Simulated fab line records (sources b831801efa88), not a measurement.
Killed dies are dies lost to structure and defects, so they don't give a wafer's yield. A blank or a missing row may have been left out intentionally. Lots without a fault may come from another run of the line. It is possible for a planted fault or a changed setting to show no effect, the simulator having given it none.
fab line records | flow gf180mcu
record lots=14 wafers=42 lastDay=34
route steps=602 shown VT_IMPLANT@135 DUAL_GATE@144 HV_LDD@197
lots untouched by any fault: they come from a run of this same line in which no faults occurred
startH: start of the lot's first displayed wafer, in hours after the record's first day | waitH: time in hours since the lot's previous step | " as in the row above | L1.1+2: several wafers, shown together as one row | - no value, or no start was given | * or withheld: withheld | < > ~ a bound
route shown NAME@n: a module of which the file shows steps, and the number in the route of the first | usual: mean and standard deviation over wafers with no fault | same: alike in all rows | chamber/n: place in a boat | sites: per-site readings | _std_site: standard deviation across them | _edge_site: inner sites' mean taken away from outer sites' mean | radiusMm: for every site, how far away it sits from the centre of the wafer | mask NAME#n: copy n | behind: the last tool/chamber to shape the wafer | hold: why the lot was held/for how many hours/how that ended | device: which transistor (n, p or np) failed to switch | end of line: the tests these same wafers got at the end of their route | a step given without rows: its recipe and nothing more | killed: not the wafer's yield, but the dies lost to structure and defects at the first sort | map: a wafer's dies, x killed, . not, _ none there
set.NAME: setting as actually run; set.NAME@STEP: the setting as run at that earlier step | model.NAME: the simulator's own value behind a step, which no gauge read
the route's steps for a sample of lots (tables are steps, rows are wafers)
services: the hour from which a tool's chamber was out of use, counted from the record's first day as startH (under 0 if before that day), plus the number of hours and why
## steps
# step GF_VT_IMPLANT_RTA_45
# recipe tempC=1050 timeS=30 ambient=N2
# usual lampPowerPct=37.4/0.56 wafer_temp_C_max=1054.7/1.2
# same timeS=30
# columns lot.wafer tool chamber startH waitH lampPowerPct wafer_temp_C_max
L176.2 rtpAnneal-01 0 153.04 0.0 37.9 1054.6
L176.4 " 0 " " 37.9 1054.0
L176.6 " 0 " " 37.9 1054.3
L177.2 rtpAnneal-01 0 163.40 0.0 37.9 1053.4
L177.4 " 0 " " 37.9 1053.1
L177.5 " 0 " " 37.9 1053.7
L178.1 rtpAnneal-02 0 164.46 0.0 36.8 1054.8
L178.2 " 0 " " 36.8 1054.9
L178.3 " 0 " " 36.8 1056.0
L179.1 rtpAnneal-01 0 177.87 0.0 37.9 1054.2
L179.3 " 0 " " 37.9 1053.6
L179.5 " 0 " " 37.9 1053.4
L180.2 rtpAnneal-01 0 183.74 0.0 37.9 1054.3
L180.5 " 0 " " 38.0 1054.3
L180.6 " 0 " " 37.9 1054.2
L182.3 rtpAnneal-01 0 200.33 0.0 37.9 1053.9
L182.5 " 0 " " 38.0 1053.4
L182.6 " 0 " " 37.9 1053.7
L185.2 rtpAnneal-01 0 220.69 0.0 37.9 1053.3
L185.3 " 0 " " 37.9 1054.0
L185.5 " 0 " " 37.9 1054.9
L187.2 rtpAnneal-01 0 235.12 0.0 37.9 1054.9
L187.3 " 0 " " 37.9 1054.7
L187.4 " 0 " " 37.9 1052.9
L188.2 rtpAnneal-02 0 236.08 0.0 36.8 1057.7
L188.3 " 0 " " 36.8 1056.0
L188.5 " 0 " " 36.8 1053.8
L190.1 rtpAnneal-02 0 257.00 0.0 36.8 1055.4
L190.3 " 0 " " 36.8 1054.2
L190.6 " 0 " " 36.8 1054.7
L193.1 rtpAnneal-02 0 282.55 0.0 36.8 1056.5
L193.2 " 0 " " 36.8 1056.1
L193.4 " 0 " " 36.8 1055.6
L197.1 rtpAnneal-02 0 307.42 0.0 36.8 1054.9
L197.2 " 0 " " 36.8 1055.8
L197.3 " 0 " " 36.8 1057.4
L198.1 rtpAnneal-01 0 309.10 0.0 37.9 1054.8
L198.2 " 0 " " 37.9 1054.1
L198.3 " 0 " " 37.9 1052.8
L199.1 rtpAnneal-01 0 314.62 0.0 38.0 1053.8
L199.5 " 0 " " 37.9 1054.1
L199.6 " 0 " " 37.9 1053.7
# step GF_DUAL_GATE_THK_MEAS_03
# recipe reads=SiO2_of_DUAL_GATE_OXIDATION_02
# usual DUAL_GATE_OXIDATION_00_THK=10.94/0.27
# columns lot.wafer tool chamber startH waitH DUAL_GATE_OXIDATION_00_THK[nm]
L176.2 filmMetro-01 - 156.07 0.0 11.75
L176.4 " - " " 11.71
L176.6 " - " " 11.63
L177.2 filmMetro-04 - 165.62 0.0 11.10
L177.4 " - " " 10.96
L177.5 " - " " 11.05
L178.1 filmMetro-01 - 167.05 0.0 11.24
L178.2 " - " " 11.18
L178.3 " - " " 11.22
L179.1 filmMetro-04 - 180.24 0.0 11.12
L179.3 " - " " 11.35
L179.5 " - " " 11.26
L180.2 filmMetro-04 - 185.94 0.0 10.99
L180.5 " - " " 10.91
L180.6 " - " " 10.95
L182.3 filmMetro-04 - 202.90 0.0 10.53
L182.5 " - " " 10.62
L182.6 " - " " 10.50
L185.2 filmMetro-03 - 225.37 0.0 10.84
L185.3 " - " " 10.94
L185.5 " - " " 10.77
L187.2 filmMetro-01 - 237.38 0.0 10.61
L187.3 " - " " 10.76
L187.4 " - " " 10.81
L188.2 filmMetro-01 - 238.41 0.0 10.89
L188.3 " - " " 10.93
L188.5 " - " " 10.90
L190.1 filmMetro-01 - 259.45 0.0 10.78
L190.3 " - " " 10.63
L190.6 " - " " 10.82
L193.1 filmMetro-01 - 284.84 0.0 10.92
L193.2 " - " " 11.05
L193.4 " - " " 11.00
L197.1 filmMetro-04 - 309.65 0.0 10.70
L197.2 " - " " 10.72
L197.3 " - " " 10.77
L198.1 filmMetro-04 - 311.33 0.0 10.76
L198.2 " - " " 11.04
L198.3 " - " " 10.84
L199.1 filmMetro-03 - 320.36 0.0 11.04
L199.5 " - " " 11.11
L199.6 " - " " 10.96
# step GF_HV_LDD_IMPLANT_21
# recipe species=BF2 energyKev=25 doseCm2=5e+13 tiltDeg=7
# usual doseIonsCm2=5.001e+13/5.2e+10 faradayCurrentUA=282/5.7
# columns lot.wafer tool chamber startH waitH doseIonsCm2 faradayCurrentUA
L176.2 implanter-02 0 229.88 0.0 5.004e+13 269
L176.4 " 0 " " 5.003e+13 293
L176.6 " 0 " " 5.001e+13 292
L177.2 implanter-01 0 239.91 0.0 4.998e+13 287
L177.4 " 0 " " 5.004e+13 293
L177.5 " 0 " " 5.009e+13 275
L178.1 implanter-04 0 241.60 0.0 4.997e+13 288
L178.2 " 0 " " 5.001e+13 286
L178.3 " 0 " " 4.994e+13 288
L179.1 implanter-01 0 256.46 0.0 5.001e+13 286
L179.3 " 0 " " 4.99e+13 288
L179.5 " 0 " " 5.005e+13 290
L180.2 implanter-04 0 263.63 0.0 5.005e+13 276
L180.5 " 0 " " 5.017e+13 285
L180.6 " 0 " " 5.005e+13 282
L182.3 implanter-01 0 286.65 0.1 4.997e+13 278
L182.5 " 0 " " 4.997e+13 282
L182.6 " 0 " " 5.001e+13 279
L185.2 implanter-02 0 307.53 0.0 4.998e+13 285
L185.3 " 0 " " 5.005e+13 281
L185.5 " 0 " " 5.001e+13 288
L187.2 implanter-02 0 319.93 0.0 4.531e+13 259
L187.3 " 0 " " 4.528e+13 249
L187.4 " 0 " " 4.535e+13 249
L188.2 implanter-02 0 322.02 0.0 4.53e+13 261
L188.3 " 0 " " 4.536e+13 250
L188.5 " 0 " " 4.531e+13 253
L190.1 implanter-04 0 346.78 0.0 5.004e+13 288
L190.3 " 0 " " 4.998e+13 281
L190.6 " 0 " " 4.993e+13 285
L193.1 implanter-04 0 372.48 0.0 4.993e+13 288
L193.2 " 0 " " 5e+13 275
L193.4 " 0 " " 5.009e+13 289
L197.1 implanter-01 0 402.10 0.0 4.998e+13 279
L197.2 " 0 " " 4.996e+13 274
L197.3 " 0 " " 4.992e+13 280
L198.1 implanter-02 0 406.00 0.0 4.996e+13 269
L198.2 " 0 " " 4.99e+13 280
L198.3 " 0 " " 4.996e+13 277
L199.1 implanter-02 0 415.13 0.0 5e+13 284
L199.5 " 0 " " 5.002e+13 276
L199.6 " 0 " " 5.002e+13 271
# step GF_HV_LDD_TW_MEAS_23
# usual HV_LDD_2_TW=1052/11
# columns lot.wafer tool chamber startH waitH HV_LDD_2_TW
L176.2 filmMetro-02 - 230.12 0.1 1037
L176.4 " - " " 1042
L176.6 " - " " 1046
L177.2 filmMetro-01 - 240.14 0.1 1071
L177.4 " - " " 1071
L177.5 " - " " 1071
L178.1 filmMetro-02 - 241.85 0.1 1046
L178.2 " - " " 1045
L178.3 " - " " 1040
L179.1 filmMetro-01 - 256.71 0.1 1071
L179.3 " - " " 1066
L179.5 " - " " 1069
L180.2 filmMetro-03 - 263.86 0.1 1049
L180.5 " - " " 1050
L180.6 " - " " 1046
L182.3 filmMetro-02 - 286.87 0.1 1040
L182.5 " - " " 1041
L182.6 " - " " 1043
L185.2 filmMetro-02 - 307.76 0.1 1039
L185.3 " - " " 1034
L185.5 " - " " 1041
L187.2 filmMetro-02 - 320.16 0.1 1005
L187.3 " - " " 1004
L187.4 " - " " 1010
L188.2 filmMetro-02 - 322.25 0.1 1010
L188.3 " - " " 1010
L188.5 " - " " 1011
L190.1 filmMetro-02 - 347.03 0.1 1049
L190.3 " - " " 1048
L190.6 " - " " 1048
L193.1 filmMetro-02 - 372.73 0.1 1043
L193.2 " - " " 1040
L193.4 " - " " 1048
L197.1 filmMetro-01 - 402.50 0.1 1067
L197.2 " - " " 1063
L197.3 " - " " 1064
L198.1 filmMetro-03 - 406.25 0.1 1052
L198.2 " - " " 1052
L198.3 " - " " 1053
L199.1 filmMetro-02 - 415.38 0.1 1048
L199.5 " - " " 1044
L199.6 " - " " 1045
# step GF_HV_LDD_TW_MEAS_38
# usual HV_LDD_3_TW=1436/15
# columns lot.wafer tool chamber startH waitH HV_LDD_3_TW
L176.2 filmMetro-03 - 249.84 0.1 1434
L176.4 " - " " 1430
L176.6 " - " " 1425
L177.2 filmMetro-03 - 259.29 0.1 1423
L177.4 " - " " 1437
L177.5 " - " " 1436
L178.1 filmMetro-02 - 261.46 0.1 1416
L178.2 " - " " 1423
L178.3 " - " " 1425
L179.1 filmMetro-02 - 275.60 0.1 1412
L179.3 " - " " 1418
L179.5 " - " " 1415
L180.2 filmMetro-01 - 283.32 0.1 1450
L180.5 " - " " 1452
L180.6 " - " " 1450
L182.3 filmMetro-02 - 307.57 0.1 1411
L182.5 " - " " 1416
L182.6 " - " " 1416
L185.2 filmMetro-02 - 328.38 0.1 1420
L185.3 " - " " 1424
L185.5 " - " " 1417
L187.2 filmMetro-03 - 341.86 0.1 1444
L187.3 " - " " 1433
L187.4 " - " " 1441
L188.2 filmMetro-03 - 343.76 0.1 1444
L188.3 " - " " 1439
L188.5 " - " " 1437
L190.1 filmMetro-02 - 369.20 0.1 1426
L190.3 " - " " 1425
L190.6 " - " " 1424
L193.1 filmMetro-01 - 396.50 0.1 1447
L193.2 " - " " 1447
L193.4 " - " " 1449
L197.1 filmMetro-02 - 427.50 0.1 1418
L197.2 " - " " 1422
L197.3 " - " " 1419
L198.1 filmMetro-01 - 430.90 0.1 1454
L198.2 " - " " 1452
L198.3 " - " " 1445
L199.1 filmMetro-01 - 439.60 0.1 1458
L199.5 " - " " 1451
L199.6 " - " " 1461
## services
# columns tool chamber startH hours kind
implanter-01 - 137.87 2.8 repair
implanter-01 - 203.48 3.0 repair
implanter-02 - 251.97 5.0 repair
implanter-02 - 258.57 5.6 pm
implanter-02 - 266.75 3.2 repair
implanter-01 - 270.75 5.6 repair
implanter-01 - 276.34 4.2 pm
implanter-02 - 283.76 1.4 repair
implanter-04 - 310.09 3.5 pm
implanter-02 - 322.14 19.2 pm
rtpAnneal-02 - 325.98 3.8 pm
implanter-04 - 344.08 1.8 repair
implanter-01 - 346.54 1.6 repair
implanter-04 - 390.22 3.4 pm
implanter-04 - 396.41 3.1 repair
## key
firstSign step=GF_HV_LDD_IMPLANT_21 reading=doseIonsCm2 direction=down sigmas=91 usual=5.001e+13 struck=4.532e+13
effect step=GF_HV_LDD_IMPLANT_21 reading=faradayCurrentUA direction=down sigmas=5 usual=282 struck=254
effect step=GF_HV_LDD_TW_MEAS_23 reading=HV_LDD_2_TW direction=down sigmas=3.9 usual=1052 struck=1008
metAt GF_HV_LDD_IMPLANT_21
struckLots L187,L188
testerLeftOut L187,L188
notActingAt GF_VT_IMPLANT_RTA_45,GF_DUAL_GATE_THK_MEAS_03,GF_HV_LDD_TW_MEAS_38
onsetBetween 307.53 319.93
fault kind=processParameterDrift tool=implanter-02 chamber=- onsetH=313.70 steps=GF_HV_LDD_IMPLANT_21 channel=doseCm2 offset=-4.671e+12 shape=step endH=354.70 actsIn=theseRecipesOnly stated=5e+13
# testerLeftOut: of these lots the tester's yield and bins aren't shown, on N5 and GAA mostly nor the transistor test; their killed dies are dies lost to structure and defects alone, not to doping, threshold or leakage, so they don't give the yield
